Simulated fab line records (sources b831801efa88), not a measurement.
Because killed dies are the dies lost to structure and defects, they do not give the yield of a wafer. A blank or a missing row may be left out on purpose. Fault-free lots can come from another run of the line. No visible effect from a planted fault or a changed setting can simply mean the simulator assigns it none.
fab line records -- flow gf180mcu
record: lots: 14, wafers: 42, last-day: 34
route steps=602 shown M5@535 V5@545 PASSIVATION@598
lots with no fault: from the same line, run without faults
start-h: hours from the record's opening day to when the first of the lot's shown wafers began -- wait-h: hours since the lot's step before -- " repeats the value in the row above -- L1.1+2: several wafers, shown together as one row -- - no value present, or no start provided -- * or withheld: withheld -- < > ~ a bound
route shown NAME@n: NAME is a module with steps in the file, n the number in the route of the first one -- usual: mean/standard deviation of fault-free wafers -- same: alike in all rows -- chamber/n: place in a boat -- sites: readings site by site -- _std_site: standard deviation of those values -- _edge_site: inner sites' mean taken away from outer sites' mean -- radius-mm: for every site, how far away it sits from the centre of the wafer -- mask NAME#n: copy n -- behind: the last tool/chamber to shape the wafer -- hold: why the lot was held/for how many hours/how that ended -- device: which transistor (n, p or np) failed to switch -- end of line: the same wafers' tests at the end of the route -- a step given without rows: its recipe and nothing more -- killed: not the wafer's yield, but the dies lost to structure and defects at the first sort -- map: dies across one wafer; x = killed, . = not, _ = none there
set.NAME: the setting the step ran with; set.NAME@STEP: the setting that earlier step ran with -- model.NAME: the simulator's own value behind a step, which no gauge read
the route's steps for a sample of lots (tables are steps, rows are wafers)
services: a tool's chamber out of use, with start hour (start-h, from the record's first day; less than 0 if before it), hours out, and reason
== steps ==
step: GF_M5_ETCH_09
recipe: chemistry: CF4/O2, target: Si3N4, target-depth-nm: 52, source-w: 800, bias-w: 150, pressure-mtorr: 150, cf4-flow-sccm: 80, O2_flow_sccm: 10, time-s: 11.6
usual: O2_flow_sccm: 10.00/0.031, drypump-motor-current-A: 6.0/0.34, oes-product-au: 0.991/0.012, rf-fwd-power-W: 785/4.5, throttle-valve-pct: 5.967/0.0099
lot.wafer,tool,chamber,start-h,wait-h,O2_flow_sccm,drypump-motor-current-A,oes-product-au,rf-fwd-power-W,rf-hours-counter-h,throttle-valve-pct
L590.1,rie-diel-01,1,605.67,0.0,10.00,5.8,0.987,784,31,5.966
L590.4,rie-diel-01,2,605.67,0.0,9.95,5.8,0.958,784,18,5.959
L590.5,rie-diel-01,2,605.67,0.0,9.98,5.8,0.971,789,-,5.972
L591.2,rie-diel-01,2,613.22,0.0,9.97,5.9,0.979,786,18,5.986
L591.3,rie-diel-01,1,613.22,0.0,10.02,5.8,0.985,786,31,5.978
L591.6,rie-diel-01,3,613.22,0.0,10.04,6.4,0.999,776,-,5.967
L592.1,rie-diel-01,1,619.52,0.0,10.01,5.8,0.987,786,32,5.963
L592.3,rie-diel-01,3,619.52,0.0,10.01,6.3,0.985,783,6,5.974
L592.5,rie-diel-01,1,619.52,0.0,9.99,5.8,0.991,784,-,5.960
L594.2,rie-diel-04,0,636.17,0.0,9.96,6.6,0.992,787,35,5.971
L594.3,rie-diel-04,1,636.17,0.0,9.98,5.4,0.986,792,20,5.989
L594.4,rie-diel-04,2,636.17,0.0,10.00,5.8,0.989,783,15,5.958
L595.3,rie-diel-01,3,646.62,0.0,9.98,6.3,1.002,775,8,5.967
L595.4,rie-diel-01,0,646.62,0.0,10.03,5.7,1.006,787,22,5.978
L595.5,rie-diel-01,0,646.62,0.0,10.04,5.7,1.004,790,-,5.961
L596.1,rie-diel-03,0,657.07,0.0,10.00,6.4,0.985,784,13,5.980
L596.5,rie-diel-03,3,657.07,0.0,10.00,6.1,0.995,789,-,5.971
L596.6,rie-diel-03,2,657.07,0.0,10.00,6.6,1.018,788,-,5.981
L602.1,rie-diel-04,3,695.99,0.0,9.95,5.9,0.982,784,5,5.965
L602.3,rie-diel-04,0,695.99,0.0,9.97,6.6,0.983,790,37,5.960
L602.6,rie-diel-04,0,695.99,0.0,10.00,6.6,0.983,790,-,5.968
L603.1,rie-diel-04,2,703.02,0.0,9.94,5.7,0.989,779,17,5.967
L603.4,rie-diel-04,0,703.02,0.0,9.95,6.6,0.990,787,38,5.956
L603.5,rie-diel-04,1,703.02,0.0,9.98,5.4,0.994,789,-,5.968
L604.2,rie-diel-03,2,717.82,0.0,10.04,6.6,1.015,785,6,5.968
L604.3,rie-diel-03,0,717.82,0.0,9.97,6.3,0.976,777,15,5.978
L604.5,rie-diel-03,0,717.82,0.0,9.96,6.3,0.988,777,-,5.977
L605.2,rie-diel-04,3,719.72,0.0,9.98,6.0,0.984,781,6,5.968
L605.3,rie-diel-04,0,719.72,0.0,10.02,6.6,0.981,787,38,5.978
L605.4,rie-diel-04,2,719.72,0.0,9.98,5.7,0.982,781,18,5.950
L608.1,rie-diel-04,3,742.87,0.0,9.97,5.9,0.982,782,7,5.966
L608.2,rie-diel-04,1,742.87,0.0,10.04,5.4,0.995,787,24,5.970
L608.5,rie-diel-04,1,742.87,0.0,10.03,5.5,1.000,790,-,5.973
L609.1,rie-diel-03,3,751.62,0.0,9.99,6.1,0.996,782,15,5.983
L609.4,rie-diel-03,2,751.62,0.0,10.01,6.6,1.010,781,7,5.976
L609.6,rie-diel-03,0,751.62,0.0,9.97,6.3,0.988,779,-,5.954
L610.1,rie-diel-03,1,753.72,0.0,9.94,5.8,0.994,789,25,5.955
L610.2,rie-diel-03,3,753.72,0.0,10.03,6.0,1.006,784,15,5.975
L610.3,rie-diel-03,2,753.72,0.0,10.09,6.6,1.010,787,7,5.965
L611.1,rie-diel-03,0,757.32,0.0,10.03,6.3,0.986,782,16,5.964
L611.3,rie-diel-03,1,757.32,0.0,9.98,5.8,0.985,791,25,5.955
L611.4,rie-diel-03,2,757.32,0.0,10.00,6.6,1.024,780,7,5.984
step: GF_V5_BOW_MEAS_05
recipe: mode: bow
usual: V5_BOW: 131/10
lot.wafer,tool,chamber,start-h,wait-h,V5_BOW[um]
L590.1,film-metro-04,-,606.97,0.1,125
L590.4,film-metro-04,-,606.97,0.1,132
L590.5,film-metro-04,-,606.97,0.1,132
L591.2,film-metro-03,-,614.48,0.3,133
L591.3,film-metro-03,-,614.48,0.3,127
L591.6,film-metro-03,-,614.48,0.3,143
L592.1,film-metro-04,-,620.91,0.3,131
L592.3,film-metro-04,-,620.91,0.3,121
L592.5,film-metro-04,-,620.91,0.3,117
L594.2,film-metro-04,-,637.80,0.2,120
L594.3,film-metro-04,-,637.80,0.2,134
L594.4,film-metro-04,-,637.80,0.2,129
L595.3,film-metro-04,-,648.05,0.2,137
L595.4,film-metro-04,-,648.05,0.2,124
L595.5,film-metro-04,-,648.05,0.2,129
L596.1,film-metro-04,-,658.52,0.2,145
L596.5,film-metro-04,-,658.52,0.2,138
L596.6,film-metro-04,-,658.52,0.2,131
L602.1,film-metro-03,-,697.33,0.1,132
L602.3,film-metro-03,-,697.33,0.1,133
L602.6,film-metro-03,-,697.33,0.1,134
L603.1,film-metro-04,-,704.26,0.2,150
L603.4,film-metro-04,-,704.26,0.2,152
L603.5,film-metro-04,-,704.26,0.2,135
L604.2,film-metro-04,-,719.24,0.1,145
L604.3,film-metro-04,-,719.24,0.1,134
L604.5,film-metro-04,-,719.24,0.1,133
L605.2,film-metro-03,-,721.03,0.2,121
L605.3,film-metro-03,-,721.03,0.2,124
L605.4,film-metro-03,-,721.03,0.2,133
L608.1,film-metro-03,-,744.36,0.2,149
L608.2,film-metro-03,-,744.36,0.2,130
L608.5,film-metro-03,-,744.36,0.2,148
L609.1,film-metro-02,-,752.92,0.2,123
L609.4,film-metro-02,-,752.92,0.2,133
L609.6,film-metro-02,-,752.92,0.2,121
L610.1,film-metro-03,-,754.96,0.1,147
L610.2,film-metro-03,-,754.96,0.1,151
L610.3,film-metro-03,-,754.96,0.1,160
L611.1,film-metro-04,-,758.56,0.1,110
L611.3,film-metro-04,-,758.56,0.1,114
L611.4,film-metro-04,-,758.56,0.1,127
step: GF_V5_CD_MEAS_14
recipe: target-cd-nm: 260
usual: cd-nm: 260.1/1.2
lot.wafer,tool,chamber,start-h,wait-h,cd-nm
L590.1,cd-sem-01,-,627.96,0.1,261.4
L590.4,cd-sem-01,-,627.96,0.1,260.9
L590.5,cd-sem-01,-,627.96,0.1,261.8
L591.2,cd-sem-02,-,634.98,0.1,258.1
L591.3,cd-sem-02,-,634.98,0.1,259.1
L591.6,cd-sem-02,-,634.98,0.1,259.4
L592.1,cd-sem-02,-,641.13,0.2,259.9
L592.3,cd-sem-02,-,641.13,0.2,261.0
L592.5,cd-sem-02,-,641.13,0.2,260.0
L594.2,cd-sem-02,-,656.49,0.1,259.6
L594.3,cd-sem-02,-,656.49,0.1,260.7
L594.4,cd-sem-02,-,656.49,0.1,261.5
L595.3,cd-sem-01,-,667.90,0.1,259.9
L595.4,cd-sem-01,-,667.90,0.1,261.0
L595.5,cd-sem-01,-,667.90,0.1,260.3
L596.1,cd-sem-02,-,677.61,0.1,261.2
L596.5,cd-sem-02,-,677.61,0.1,261.2
L596.6,cd-sem-02,-,677.61,0.1,260.6
L602.1,cd-sem-01,-,715.28,0.1,260.7
L602.3,cd-sem-01,-,715.28,0.1,261.9
L602.6,cd-sem-01,-,715.28,0.1,260.3
L603.1,cd-sem-01,-,722.46,0.1,258.4
L603.4,cd-sem-01,-,722.46,0.1,258.5
L603.5,cd-sem-01,-,722.46,0.1,258.7
L604.2,cd-sem-02,-,736.39,0.1,260.7
L604.3,cd-sem-02,-,736.39,0.1,262.4
L604.5,cd-sem-02,-,736.39,0.1,261.4
L605.2,cd-sem-02,-,738.03,0.1,259.4
L605.3,cd-sem-02,-,738.03,0.1,258.7
L605.4,cd-sem-02,-,738.03,0.1,261.0
L608.1,cd-sem-02,-,760.47,0.1,261.7
L608.2,cd-sem-02,-,760.47,0.1,262.2
L608.5,cd-sem-02,-,760.47,0.1,261.8
L609.1,cd-sem-02,-,769.19,0.1,257.0
L609.4,cd-sem-02,-,769.19,0.1,256.9
L609.6,cd-sem-02,-,769.19,0.1,257.0
L610.1,cd-sem-01,-,771.11,0.1,260.0
L610.2,cd-sem-01,-,771.11,0.1,260.0
L610.3,cd-sem-01,-,771.11,0.1,260.0
L611.1,cd-sem-02,-,773.96,0.1,261.0
L611.3,cd-sem-02,-,773.96,0.1,261.6
L611.4,cd-sem-02,-,773.96,0.1,259.4
step: GF_PASSIVATION_ETCH_11
recipe: chemistry: CF4/O2, target-depth-nm: 1800, stop-on: TiN, source-w: 800, bias-w: 150, pressure-mtorr: 150, cf4-flow-sccm: 80, O2_flow_sccm: 10, time-s: 400
usual: O2_flow_sccm: 10.004/0.03, drypump-motor-current-A: 5.8/0.45, oes-product-au: 0.961/0.0072, rf-fwd-power-W: 798.9/2.6, throttle-valve-pct: 5.960/0.0089
lot.wafer,tool,chamber,start-h,wait-h,O2_flow_sccm,drypump-motor-current-A,oes-product-au,rf-fwd-power-W,rf-hours-counter-h,throttle-valve-pct
L590.1,rie-diel-02,1,669.16,-,10.006,5.7,0.951,802.0,68,5.951
L590.4,rie-diel-02,0,669.16,-,10.013,6.3,0.968,799.3,20,5.959
L590.5,rie-diel-02,1,669.16,-,10.000,5.7,0.970,798.3,-,5.962
L591.2,rie-diel-04,0,676.06,-,10.004,6.6,0.949,803.1,37,5.961
L591.3,rie-diel-04,2,676.06,-,9.993,5.8,0.947,800.5,16,5.958
L591.6,rie-diel-04,1,676.06,-,10.049,5.4,0.961,799.9,-,5.953
L592.1,rie-diel-04,0,682.76,-,10.001,6.6,0.959,799.3,37,5.949
L592.3,rie-diel-04,1,682.76,-,9.965,5.4,0.975,794.4,21,5.968
L592.5,rie-diel-04,2,682.76,-,10.029,5.8,0.967,794.6,-,5.966
L594.2,rie-diel-01,2,697.26,-,10.032,5.8,0.953,796.3,21,5.964
L594.3,rie-diel-01,1,697.26,-,9.961,5.9,0.950,799.7,35,5.954
L594.4,rie-diel-01,0,697.26,-,10.042,5.7,0.964,794.4,24,5.951
L595.3,rie-diel-02,3,708.61,-,9.984,4.8,0.964,799.0,9,5.970
L595.4,rie-diel-02,0,708.61,-,10.041,6.3,0.961,800.1,21,5.965
L595.5,rie-diel-02,1,708.61,-,9.998,5.7,0.955,800.6,-,5.954
L596.1,rie-diel-02,2,717.76,-,9.995,5.1,0.958,803.3,61,5.951
L596.5,rie-diel-02,3,717.76,-,9.958,4.9,0.960,802.7,-,5.950
L596.6,rie-diel-02,0,717.76,-,9.967,6.3,0.968,797.2,-,5.954
L602.1,rie-diel-04,0,752.81,-,9.999,6.6,0.962,796.6,40,5.957
L602.3,rie-diel-04,1,752.81,-,9.998,5.4,0.965,795.3,24,5.963
L602.6,rie-diel-04,1,752.81,-,9.960,5.4,0.975,798.8,-,5.961
L603.1,rie-diel-04,3,759.31,-,10.046,5.9,0.961,797.3,7,5.970
L603.4,rie-diel-04,1,759.31,-,10.042,5.4,0.969,797.2,24,5.958
L603.5,rie-diel-04,2,759.31,-,10.003,5.7,0.886,798.2,-,5.938
L604.2,rie-diel-04,2,771.77,-,10.049,5.8,0.894,796.5,20,5.944
L604.3,rie-diel-04,3,771.77,-,9.992,6.0,0.966,802.3,8,5.959
L604.5,rie-diel-04,0,771.77,-,10.040,6.6,0.966,802.5,-,5.974
L605.2,rie-diel-02,3,773.36,-,10.003,4.8,0.962,801.5,13,5.963
L605.3,rie-diel-02,2,773.36,-,9.942,5.1,0.951,799.0,1,5.960
L605.4,rie-diel-02,0,773.36,-,9.996,6.3,0.970,797.3,25,5.966
L608.1,rie-diel-01,0,794.76,-,9.973,5.7,0.958,798.0,27,5.955
L608.2,rie-diel-01,2,794.76,-,9.982,5.8,0.956,798.0,25,5.962
L608.5,rie-diel-01,2,794.76,-,9.972,5.8,0.962,796.7,-,5.959
L609.1,rie-diel-01,0,802.87,-,10.037,5.7,0.959,799.8,28,5.959
L609.4,rie-diel-01,1,802.87,-,10.023,5.8,0.968,800.4,40,5.959
L609.6,rie-diel-01,3,802.87,-,9.961,6.3,0.969,796.1,-,5.968
L610.1,rie-diel-01,1,804.81,-,10.055,5.8,0.966,798.4,40,5.964
L610.2,rie-diel-01,3,804.81,-,10.013,6.3,0.962,788.3,14,5.976
L610.3,rie-diel-01,2,804.81,-,10.070,5.8,0.950,795.0,26,5.947
L611.1,rie-diel-02,2,806.66,-,10.028,5.1,0.967,800.6,2,5.970
L611.3,rie-diel-02,1,806.66,-,10.013,5.7,0.958,798.7,6,5.970
L611.4,rie-diel-02,0,806.66,-,10.020,6.3,0.959,798.6,26,5.974
step: GF_PASSIVATION_STRIP_12
recipe: chemistry: O2/N2, power-w: 1415, pressure-mtorr: 1500, platen-temp-c: 250, o2-flow-sccm: 3000, n2-flow-sccm: 300, overash-fraction: 0.5
usual: drypump-motor-current-A: 6.1/0.36, heater-power-w: 337/12, o2-flow-sccm: 2999/9.5, oes-product-au: 0.724/0.0049, strip-time-to-endpoint-s: 34.55/0.26
lot.wafer,tool,chamber,start-h,wait-h,drypump-motor-current-A,heater-power-w,o2-flow-sccm,oes-product-au,rf-hours-counter-h,strip-time-to-endpoint-s
L590.1,plasma-asher-01,0,669.40,0.1,6.6,357,2995,0.727,94,34.65
L590.4,plasma-asher-01,1,669.40,0.1,6.3,340,3003,0.727,-,34.37
L590.5,plasma-asher-01,1,669.40,0.1,6.3,340,3008,0.728,-,34.65
L591.2,plasma-asher-03,0,676.30,0.1,5.7,342,3003,0.729,49,34.86
L591.3,plasma-asher-03,1,676.30,0.1,5.7,322,2995,0.718,-,35.03
L591.6,plasma-asher-03,0,676.30,0.1,5.7,340,3000,0.726,-,34.74
L592.1,plasma-asher-03,0,683.00,0.1,5.7,348,3017,0.725,50,34.88
L592.3,plasma-asher-03,0,683.00,0.1,5.7,346,3013,0.722,-,34.41
L592.5,plasma-asher-03,0,683.00,0.1,5.8,343,3010,0.725,-,34.87
L594.2,plasma-asher-04,1,697.50,0.1,6.4,342,2987,0.722,112,34.85
L594.3,plasma-asher-04,0,697.50,0.1,6.2,318,2999,0.726,-,34.65
L594.4,plasma-asher-04,1,697.50,0.1,6.4,349,3002,0.728,-,34.06
L595.3,plasma-asher-03,1,708.88,0.2,5.7,317,2998,0.721,-,34.36
L595.4,plasma-asher-03,0,708.88,0.2,5.7,343,2984,0.727,-,33.99
L595.5,plasma-asher-03,0,708.88,0.2,5.7,343,2982,0.725,-,34.27
L596.1,plasma-asher-03,1,718.00,0.1,5.6,318,3008,0.727,54,34.43
L596.5,plasma-asher-03,0,718.00,0.1,5.7,338,3002,0.720,-,34.94
L596.6,plasma-asher-03,1,718.00,0.1,5.6,319,2999,0.718,-,34.30
L602.1,plasma-asher-04,0,753.05,0.1,6.2,326,3003,0.730,1,34.85
L602.3,plasma-asher-04,0,753.05,0.1,6.2,326,3000,0.723,-,34.62
L602.6,plasma-asher-04,1,753.05,0.1,6.4,332,2999,0.726,-,34.44
L603.1,plasma-asher-03,0,759.55,0.1,5.7,340,2993,0.721,58,34.50
L603.4,plasma-asher-03,0,759.55,0.1,5.8,344,2990,0.731,-,34.43
L603.5,plasma-asher-03,1,759.55,0.1,5.7,315,2994,0.720,-,36.79
L604.2,plasma-asher-03,1,772.00,0.1,5.7,319,3008,0.715,60,36.96
L604.3,plasma-asher-03,1,772.00,0.1,5.6,316,3009,0.724,-,34.71
L604.5,plasma-asher-03,1,772.00,0.1,5.7,323,2999,0.721,-,34.82
L605.2,plasma-asher-01,0,773.60,0.1,6.6,347,2992,0.730,104,34.60
L605.3,plasma-asher-01,0,773.60,0.1,6.6,356,3003,0.730,-,34.63
L605.4,plasma-asher-01,1,773.60,0.1,6.3,341,3004,0.724,-,34.23
L608.1,plasma-asher-01,1,794.99,0.1,6.3,343,2997,0.725,106,34.17
L608.2,plasma-asher-01,0,794.99,0.1,6.6,358,2991,0.733,106,34.99
L608.5,plasma-asher-01,0,794.99,0.1,6.6,361,2992,0.722,-,35.01
L609.1,plasma-asher-01,1,803.10,0.1,6.2,337,3017,0.727,107,34.32
L609.4,plasma-asher-01,0,803.10,0.1,6.6,343,2990,0.722,-,34.62
L609.6,plasma-asher-01,1,803.10,0.1,6.3,346,2999,0.726,-,34.20
L610.1,plasma-asher-03,1,805.04,0.1,5.7,325,2998,0.733,63,34.53
L610.2,plasma-asher-03,0,805.04,0.1,5.7,339,2999,0.728,63,34.06
L610.3,plasma-asher-03,0,805.04,0.1,5.7,353,3004,0.722,-,34.83
L611.1,plasma-asher-01,1,806.90,0.1,6.2,339,3002,0.721,107,34.45
L611.3,plasma-asher-01,1,806.90,0.1,6.2,347,2996,0.727,-,34.29
L611.4,plasma-asher-01,0,806.90,0.1,6.6,352,2997,0.725,-,34.24
== services ==
tool,chamber,start-h,hours,kind
rie-diel-01,1,584.99,6.0,repair
rie-diel-04,3,586.40,6.2,repair
rie-diel-03,2,610.34,9.5,repair
plasma-asher-03,-,613.06,53.1,pm
rie-diel-01,0,619.88,18.3,repair
rie-diel-04,-,620.41,2.8,pm
rie-diel-01,2,624.17,7.5,repair
rie-diel-03,2,643.47,3.8,repair
rie-diel-01,-,647.01,0.7,repair
rie-diel-04,-,647.46,1.2,repair
rie-diel-01,0,660.20,9.8,repair
rie-diel-03,-,668.58,0.4,repair
plasma-asher-01,-,685.22,14.6,pm
rie-diel-03,1,697.32,3.7,repair
rie-diel-01,-,700.32,2.8,pm
rie-diel-02,-,711.24,1.1,repair
rie-diel-02,-,715.49,0.3,repair
rie-diel-02,0,719.13,4.0,repair
rie-diel-04,-,726.13,4.3,pm
plasma-asher-03,-,742.40,1.4,repair
rie-diel-01,0,752.85,6.4,repair
rie-diel-04,3,785.51,5.5,repair
rie-diel-04,0,787.85,6.8,repair
plasma-asher-03,-,792.20,4.3,pm
== key ==
first-sign: step: GF_PASSIVATION_ETCH_11, reading: oes-product-au, direction: down, sigmas: 9.9, usual: 0.961, struck: 0.890
effect: step: GF_PASSIVATION_STRIP_12, reading: strip-time-to-endpoint-s, direction: up, sigmas: 8.8, usual: *, struck: *
met-at GF_PASSIVATION_ETCH_11
struck-lots L603,L604
struck-wafers L603.5,L604.2
later-rows-left-out L603.5,L604.2
sort-left-out L603.5,L604.2
not-acting-at GF_M5_ETCH_09,GF_V5_BOW_MEAS_05,GF_V5_CD_MEAS_14
onset-between 682.76 759.31
fault: kind: process-parameter-drift, tool: rie-diel-04, chamber: 2, onset-h: 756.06, steps: GF_PASSIVATION_ETCH_11, channel: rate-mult, offset: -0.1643, shape: step, end-h: 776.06
sort-left-out: the simulated sort isn't trusted on such a fault, so these wafers' sort isn't shown, and their yield isn't known
later-rows-left-out: the simulator's readings of these wafers behind a module that went badly wrong aren't trusted and aren't shown, but for the sort
